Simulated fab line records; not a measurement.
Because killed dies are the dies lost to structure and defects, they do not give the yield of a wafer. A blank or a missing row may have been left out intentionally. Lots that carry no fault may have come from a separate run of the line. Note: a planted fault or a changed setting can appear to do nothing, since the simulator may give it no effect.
Matching of chambers | flow sky130 | rie diel-02 running SKY_FIELD_ISO_ETCH_14: 4 sister chambers
The step etches BARC in N2/H2, stops on SiO2, time 45.9 s, target depth 60 nm. 4 wafers are shown with their chamber, then 10 later ones without.

WAFERS PAIRED WITH THEIR CHAMBERS
wafer  | chamber | drypump motor current A (A)
L082.4 | 2       | 4.7
L086.2 | 0       | 6.2
L086.6 | 3       | 6.0
L087.4 | 1       | 5.9

WAFERS WHOSE CHAMBER IS MISSING
wafer  | drypump motor current A (A)
L087.6 | 6.0
L091.1 | 4.7
L091.2 | 6.0
L091.5 | 6.0
L094.1 | 6.0
L094.5 | 4.6
L094.6 | 6.0
L097.1 | 4.7
L097.3 | 6.0
L097.6 | 4.7

CHAMBER TAKEN BY EACH
wafer  | from the rows above | in truth
L087.6 | 3                   | 3
L091.1 | 2                   | 2
L091.2 | 3                   | 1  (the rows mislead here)
L091.5 | 3                   | 3
L094.1 | 3                   | 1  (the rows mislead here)
L094.5 | 2                   | 2
L094.6 | 3                   | 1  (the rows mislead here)
L097.1 | 2                   | 2
L097.3 | 3                   | 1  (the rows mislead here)
L097.6 | 2                   | 2
Placed correctly: 6 of 10. Can't be placed from these rows: 0. Wrongly placed: 4.
How it was worked out, from the rows above alone: a wafer's distance from a chamber is the root of the sum, over the readings, of the square of ((its reading less the chamber's mean) divided by the reading's scatter). The wafer belongs to the nearest chamber; if the next one is less than 2 further off, it can't be placed. For every chamber, the mean is computed from those of its wafers that are shown. The scatter: with one shown wafer a chamber, the root of the mean of the squares of how far each hidden wafer lies from its nearest shown one.
